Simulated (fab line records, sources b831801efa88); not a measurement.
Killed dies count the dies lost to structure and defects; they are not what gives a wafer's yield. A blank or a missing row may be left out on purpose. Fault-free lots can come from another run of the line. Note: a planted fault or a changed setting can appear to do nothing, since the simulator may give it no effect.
A struck lot beside a sound one :: flow sky130 :: 18 steps out of a route of 708
Sound: wafers L103.3, L103.5, L103.6. Wafers L112.1, L112.4, L112.6 were the ones struck. Last of all comes the cause.
At each step with rows: each side's tool, then ch and its chambers, then its first start. Under that, the readings that differ: sound wafers :: struck wafers :: difference of the means :: sigmas: that difference in standard deviations of wafers without a fault.
alike: a reading whose means differ by less than 2 such deviations, as well as words and numbers matching on both sides. not compared: withheld readings; readings where some wafer has no value; bounds like >300 that might hide an equal value; numbers whose values overlap and for which the record gives no deviation.
A row with sigmas, a row that says differs or no value, or rows on one side alone: a step with any of these is where the two part. Non-overlapping numbers with no deviation appear without sigmas and do not part them. A reading missing from all wafers of one side parts the sides only when that side holds two or more wafers.

first, 2 steps without rows for these wafers: SKY_NWELL_PEB_08; SKY_NWELL_DEVELOP_09 (develop time 60 s).
SKY_NWELL_OVL_MEAS_10:
  sound on overlay-02 at day 5 01:06; struck on overlay-02 at day 7 01:46
  alike: NWELL_00_OVL
then, 3 steps without rows for these wafers: SKY_NWELL_IMPLANT_11; SKY_NWELL_IMPLANT_12; SKY_NWELL_IMPLANT_13.
SKY_NWELL_STRIP_14: strips in O2/N2.
  sound on plasma-asher-02 ch 0,1, day 5 01:37; struck on plasma-asher-02 ch 0,1, day 7 02:14
  alike: drypump-motor-current-A, oes-product-au, strip-time-to-endpoint-s
  not compared: rf-hours-counter-h
SKY_NWELL_TW_MEAS_15:
  sound on film-metro-03 at day 5 01:41; struck on film-metro-03 at day 7 02:20
  alike: NWELL_TW
then, 4 steps without rows for these wafers: SKY_NWELL_DEHYDRATE_16 (time 60 s); SKY_NWELL_HMDS_17 (prime time 60 s); SKY_NWELL_COAT_18 (resist thk 3000 nm); SKY_NWELL_SOFTBAKE_19.
SKY_NWELL_EXPOSE_20: exposes mask NWM COMPLEMENT, target cd 840 nm.
  sound on iline-stepper-02 ch 0, day 5 10:16; struck on iline-stepper-02 ch 0, day 7 12:28
reading: stage-vel-mm-s (mm/s)
sound: 500.23 500.71 500.66
struck: 499.75 499.93 499.88
difference: -0.68
sigmas: -3

reading: model.NWELL.overlay-x-nm (nm)
sound: 0.6454 0.6454 0.6454
struck: 204.9 204.9 204.9
difference: +204.3
sigmas: 
  alike: mask, reticle-temp-C
then, 2 steps without rows for these wafers: SKY_NWELL_PEB_21; SKY_NWELL_DEVELOP_22 (develop time 60 s).
SKY_NWELL_OVL_MEAS_23:
  sound on overlay-02 at day 5 19:04; struck on overlay-02 at day 7 21:58
reading: NWELL_01_OVL (nm)
sound: 1.4 0.5 0.8
struck: 205.2 205.7 204.3
difference: +204.2
sigmas: +99 or more
after that, 1 step had no rows for these wafers: SKY_NWELL_IMPLANT_24.
-- the record jumps here: 41 days lie between the struck wafers' starts before and after (it left off in module NWELL and takes up again in module PAD_OPEN, whose first step shown is number 708 of the route) --
SKY_PAD_OPEN_PROBE_99:
  sound on prober-01 at day 46 12:37; struck on prober-02 at day 48 14:55
reading: killed-at-front-end
sound: 16 20 18
struck: 44 38 35
difference: +21
sigmas: +5

reading: model.etest.nfet_16v.r-on-ohm-um
sound: 1.413e+04 1.425e+04 1.419e+04
struck: 2.074e+04 2.104e+04 2.075e+04
difference: +6.653e+03
sigmas: 

reading: model.etest.pfet_16v.r-on-ohm-um
sound: 1.514e+04 1.545e+04 1.518e+04
struck: 2.192e+04 2.143e+04 2.193e+04
difference: +6.503e+03
sigmas: 

reading: model.etest.pfet_16v.drive-ua-um
sound: 243.6 238.4 240.9
struck: 158.1 162.3 156.9
difference: -81.9
sigmas: 

reading: model.etest.nfet_16v.drive-ua-um
sound: 219.5 219.4 216.9
struck: 180.7 179.6 179.8
difference: -38.6
sigmas: 

reading: model.etest.sram-pfet-latch.drive-ua-um
sound: 136.6 144.8 146.5
struck: 150.5 157.3 151.5
difference: +10.5
sigmas: 

reading: model.etest.sram-pfet-latch.off-log10-a-um
sound: -13.06 -12.99 -12.87
struck: -11.95 -11.95 -11.9
difference: +1.04
sigmas: 

reading: model.etest.sram-pfet-latch.vt-sat-v (V)
sound: -0.8166 -0.7729 -0.7697
struck: -0.7317 -0.6982 -0.712
difference: +0.0724
sigmas: 

reading: model.etest.pfet_16v.vt-v (V)
sound: -1.114 -1.103 -1.108
struck: -1.139 -1.132 -1.139
difference: -0.028
sigmas: 
  alike: killed_at_M0_to_M3, killed_at_M4_up, killed-at-contacts, killed-at-other, killed-dies, killed-open, killed-short

WHERE THEY PART
Earliest at SKY_NWELL_EXPOSE_20; latest, in this record, at SKY_PAD_OPEN_PROBE_99.

WHY: the cause the simulator had injected
Scanner matching overlay: iline-stepper-02, from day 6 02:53 on, at SKY_NWELL_EXPOSE_20. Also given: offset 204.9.
